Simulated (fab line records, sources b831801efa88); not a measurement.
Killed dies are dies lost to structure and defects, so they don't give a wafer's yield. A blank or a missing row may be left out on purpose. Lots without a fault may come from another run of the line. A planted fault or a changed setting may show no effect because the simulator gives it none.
A struck lot beside a sound one | flow sky130 | 17 steps out of a route of 708
Sound: wafers L298.2, L298.4, L298.6. Struck: wafer L311.4. (L311.2 of the same lot was not struck and is left out.) The cause comes at the end.
At each step with rows: each side's tool, then ch and its chambers, then its first start. Under that, the readings that differ: sound wafers | struck wafers | difference of the means | sigmas: that difference in standard deviations of wafers without a fault.
alike: readings whose means differ by less than 2 such deviations, and words and numbers that are the same on both sides. not compared: withheld readings, readings that some wafer has no value for, bounds like >300 that may hide the same value, and numbers for which the record gives no deviation and whose values overlap.
The two part at a step that has a row with sigmas, a row that says differs or no value, or rows on one side only. Numbers that don't overlap but have no deviation are shown without sigmas and don't part them. A reading that every wafer of one side lacks parts them only if that side has two wafers or more.

SKY_LOCAL_INTERCONNECT_RS_MEAS_01: measures by four-point-probe.
  sound on film_metro-04, day 29 05:37; struck on film_metro-02, day 33 13:46
  alike: LOCAL_INTERCONNECT_TIN_RS
SKY_LOCAL_INTERCONNECT_THK_MEAS_02: measures by xrf.
  sound on film_metro-04, day 29 05:43; struck on film_metro-02, day 33 13:53
  alike: LOCAL_INTERCONNECT_TIN_THK
then, 8 steps without rows for these wafers: SKY_LOCAL_INTERCONNECT_DEHYDRATE_03 (time 60 s); SKY_LOCAL_INTERCONNECT_HMDS_04 (prime time 60 s); SKY_LOCAL_INTERCONNECT_COAT_05 (resist thk 60 nm); SKY_LOCAL_INTERCONNECT_COAT_06 (resist thk 450 nm); SKY_LOCAL_INTERCONNECT_SOFTBAKE_07 (time 90 s); SKY_LOCAL_INTERCONNECT_EXPOSE_08 (exposes mask LI1M, target cd 170 nm); SKY_LOCAL_INTERCONNECT_PEB_09; SKY_LOCAL_INTERCONNECT_DEVELOP_10 (develop time 60 s).
SKY_LOCAL_INTERCONNECT_CD_MEAS_11: target cd 170 nm.
  sound on cd_sem-02, day 30 09:45; struck on cd_sem-02, day 34 16:57
  alike: cd_nm
SKY_LOCAL_INTERCONNECT_OVL_MEAS_12:
  sound on overlay-02, day 30 09:52; struck on overlay-01, day 34 17:04
  reading                     | sound | struck | difference | sigmas
  LOCAL_INTERCONNECT_OVL (nm) | 3 5 8 | -8     | -13        | -2
SKY_LOCAL_INTERCONNECT_ETCH_13: etches BARC in N2/H2, stops on SiO2, time 45.9 s, target depth 60 nm.
  sound on rie_metal-04 ch 0,1, day 30 09:53; struck on rie_metal-01 ch 1, day 34 17:05
  reading                                                   | sound             | struck | difference | sigmas
  drypump_motor_current_A (A)                               | 6.4 6.7 6.8       | 5.4    | -1.2       | -2
  model.KrF-thick_of_LOCAL_INTERCONNECT_COAT_06.thk_nm (nm) | 388.6 392.8 390   | 372.6  | -17.9      |
  model.LOCAL_INTERCONNECT.cd_nm (nm)                       | 170.7 170.9 169.8 | 165.2  | -5.3       |
  model.SiO2_of_SONOS_ONO_CVD_04.thk_nm (nm)                | 4.036 4.092 4.001 | 3.12   | -0.92      |
  alike: bias_w, chamber_pressure_mTorr, n2_flow_sccm, oes_product_au, throttle_valve_pct
  not compared: rf_hours_counter_h
SKY_LOCAL_INTERCONNECT_METAL_ETCH_14: etches TiN in Cl2/BCl3, stops on PSG, target depth 110 nm, time 31.4 s.
  sound on rie_metal-04 ch 0,1, day 30 09:57; struck on rie_metal-01 ch 1, day 34 17:09
  reading                                                   | sound             | struck | difference | sigmas
  drypump_motor_current_A (A)                               | 6.4 6.7 6.7       | 5.4    | -1.2       | -2
  model.KrF-thick_of_LOCAL_INTERCONNECT_COAT_06.thk_nm (nm) | 343.3 348.3 345.5 | 329.9  | -15.8      |
  model.LOCAL_INTERCONNECT.cd_nm (nm)                       | 169.7 171.1 170.1 | 164.1  | -6.2       |
  alike: bias_w, chamber_pressure_mTorr, oes_product_au, throttle_valve_pct
  not compared: rf_hours_counter_h
SKY_LOCAL_INTERCONNECT_STRIP_15: strips in O2/N2.
  sound on plasma_asher-02 ch 0,1, day 30 10:00; struck on plasma_asher-03 ch 0, day 34 17:12
  reading                      | sound             | struck | difference | sigmas
  strip_time_to_endpoint_s (s) | 4.666 4.715 4.708 | 4.520  | -0.176     | -7
  alike: chamber_pressure_mTorr, drypump_motor_current_A, n2_flow_sccm, oes_product_au
  not compared: rf_hours_counter_h
then, 1 step without rows for these wafers: SKY_LOCAL_INTERCONNECT_STRIP_16 (strips in post etch residue remover, time 1200 s).
-- the record jumps here: 14 days lie between the struck wafers' starts before and after (it left off in module LOCAL_INTERCONNECT and takes up again in module PAD_OPEN, whose first step shown is number 708 of the route) --
SKY_PAD_OPEN_PROBE_99:
  sound on prober-02, day 45 18:57; struck on prober-01, day 49 00:10
  reading                        | sound            | struck | difference | sigmas
  killed_at_M0_to_M3             | 26 45 43         | 54     | +16        | +2
  killed_at_front_end            | 16 16 15         | 27     | +11        | +2
  killed_dies                    | 71 83 78         | 103    | +26        | +3
  killed_open                    | 43 43 34         | 59     | +19        | +3
  model.etest.res_li.line_ohm_um | 75.86 75.16 75.4 | 78.28  | +2.81      |
  alike: killed_at_M4_up, killed_at_contacts, killed_at_other, killed_short

WHERE THEY PART
First at SKY_LOCAL_INTERCONNECT_OVL_MEAS_12; last, within this record, at SKY_PAD_OPEN_PROBE_99.

WHY: what the simulator had put in
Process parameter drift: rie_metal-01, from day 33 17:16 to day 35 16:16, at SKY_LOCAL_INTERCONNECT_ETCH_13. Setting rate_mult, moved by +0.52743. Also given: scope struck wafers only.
